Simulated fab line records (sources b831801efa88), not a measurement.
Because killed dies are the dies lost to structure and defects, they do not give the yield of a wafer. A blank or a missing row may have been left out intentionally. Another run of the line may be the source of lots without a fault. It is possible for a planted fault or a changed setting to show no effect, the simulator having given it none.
Tool commonality check -- flow sky130 -- 12 lots, 36 wafers sampled

## WHAT PROMPTED THE OPENING
SKY_VIA4_THK_MEAS_01, reading VIA4_HDPCVD_THK: flagged on 2 of 12 lots. No-fault wafers: 1759 nm, standard deviation 17.
Rule: flag the lot when none of its wafers has a number, or when each of its wafers that has one lies beyond 4 standard deviations from that mean. The rest of the lots are taken to be sound.

lot,measured,on,"VIA4_HDPCVD_THK (nm), wafer by wafer",flag
L834,day 41 07:31,filmMetro-04,1725 1753 1745,
L835,day 42 04:41,filmMetro-03,1770 1754 1770,
L836,day 42 20:37,filmMetro-02,1726 1721 1736,
L838,day 42 21:08,filmMetro-02,1769 1794 1761,
L840,day 44 10:20,filmMetro-03,1751 1746 1765,
L842,day 44 11:01,filmMetro-03,1762 1779 1769,
L843,day 44 15:33,filmMetro-03,1762 1737 1778,
L844,day 44 16:43,filmMetro-02,1757 1764 1748,
L847,day 46 01:34,filmMetro-02,2114 2112 2111,FLAGGED
L846,day 46 03:10,filmMetro-03,2133 2121 2130,FLAGGED
L845,day 46 05:05,filmMetro-03,1747 1736 1750,
L857,day 48 00:35,filmMetro-02,1777 1773 1775,
The numbers of the flagged lots are 2120 nm on average: +361 nm against the usual, or +21 standard deviations.

## WHICH TOOL RAN EACH LOT
2 process steps preceding the reading are held in the record, out of 708 steps in the route. Every cell lists first the tool, next ch and the chambers used by the sampled wafers, and last the start.
lot,flag,SKY_METAL4_SPUTTER_03,SKY_VIA4_HDPCVD_00
L834,,"pvdSputter-01, day 39 04:49","hdpcvd-01 ch 0,1, day 41 07:20"
L835,,"pvdSputter-03, day 40 02:26","hdpcvd-02 ch 0,1, day 42 04:31"
L836,,"pvdSputter-03, day 40 19:26","hdpcvd-01 ch 1,2, day 42 20:25"
L838,,"pvdSputter-01, day 40 21:34","hdpcvd-02 ch 0,1, day 42 20:57"
L840,,"pvdSputter-01, day 42 10:22","hdpcvd-02 ch 0,1,2, day 44 10:09"
L842,,"pvdSputter-03, day 42 11:19","hdpcvd-01 ch 1,2, day 44 10:49"
L843,,"pvdSputter-04, day 42 15:34","hdpcvd-01 ch 0,2, day 44 15:22"
L844,,"pvdSputter-01, day 42 17:58","hdpcvd-01 ch 0,1,2, day 44 16:31"
L847,FLAGGED,"pvdSputter-03, day 44 05:39","hdpcvd-01 ch 0,2, day 46 01:23"
L846,FLAGGED,"pvdSputter-01, day 44 06:47","hdpcvd-01 ch 0,1, day 46 02:59"
L845,,"pvdSputter-01, day 44 09:52","hdpcvd-02 ch 0,1, day 46 04:54"
L857,,"pvdSputter-01, day 46 06:10","hdpcvd-02 ch 0,1, day 48 00:19"
What these steps do:
- SKY_METAL4_SPUTTER_03: material Ti, target thk 5 nm, time 3.3 s.
- SKY_VIA4_HDPCVD_00: deposits SiO2, target thk 1750 nm, time 291.7 s.
- SKY_VIA4_THK_MEAS_01

## FLAGGED AGAINST TOTAL, ONE TOOL AT A TIME (gauges that did the reading follow at the end)
step,tool,lots run,flagged,share of the flagged lots,sound lots run after its first flagged lot
SKY_METAL4_SPUTTER_03,pvdSputter-01,7,1,some,"2 (L845,L857)"
SKY_METAL4_SPUTTER_03,pvdSputter-03,4,1,some,0
SKY_METAL4_SPUTTER_03,pvdSputter-04,1,0,none,-
SKY_VIA4_HDPCVD_00,hdpcvd-01,7,2,all,0
SKY_VIA4_HDPCVD_00,hdpcvd-02,5,0,none,-
SKY_VIA4_THK_MEAS_01,filmMetro-02,5,1,some,1 (L857)
SKY_VIA4_THK_MEAS_01,filmMetro-03,6,1,some,1 (L845)
SKY_VIA4_THK_MEAS_01,filmMetro-04,1,0,none,-

## WHAT THE TABLE ALLOWS
Rows of the table that ran each flagged lot: 1, that is hdpcvd-01 at SKY_VIA4_HDPCVD_00.
- hdpcvd-01 at SKY_VIA4_HDPCVD_00: 2 of its 7 lots flagged. A fault beginning between L844 (day 44 16:31), its last sound lot, and L847 (day 46 01:23), its first flagged one, fits the data. Its own readings lie more than 4 standard deviations out on every wafer of the flagged lots: sih4FlowSccm.
What remains is a single tool, hdpcvd-01 at SKY_VIA4_HDPCVD_00.

## WHAT THE SIMULATOR HAD PUT IN
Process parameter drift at SKY_VIA4_HDPCVD_00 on hdpcvd-01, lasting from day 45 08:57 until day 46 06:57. From 60, the setting sih4FlowSccm moved by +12. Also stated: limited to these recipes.
Lots struck among those shown: L847, L846. This agrees with what the rule above found.
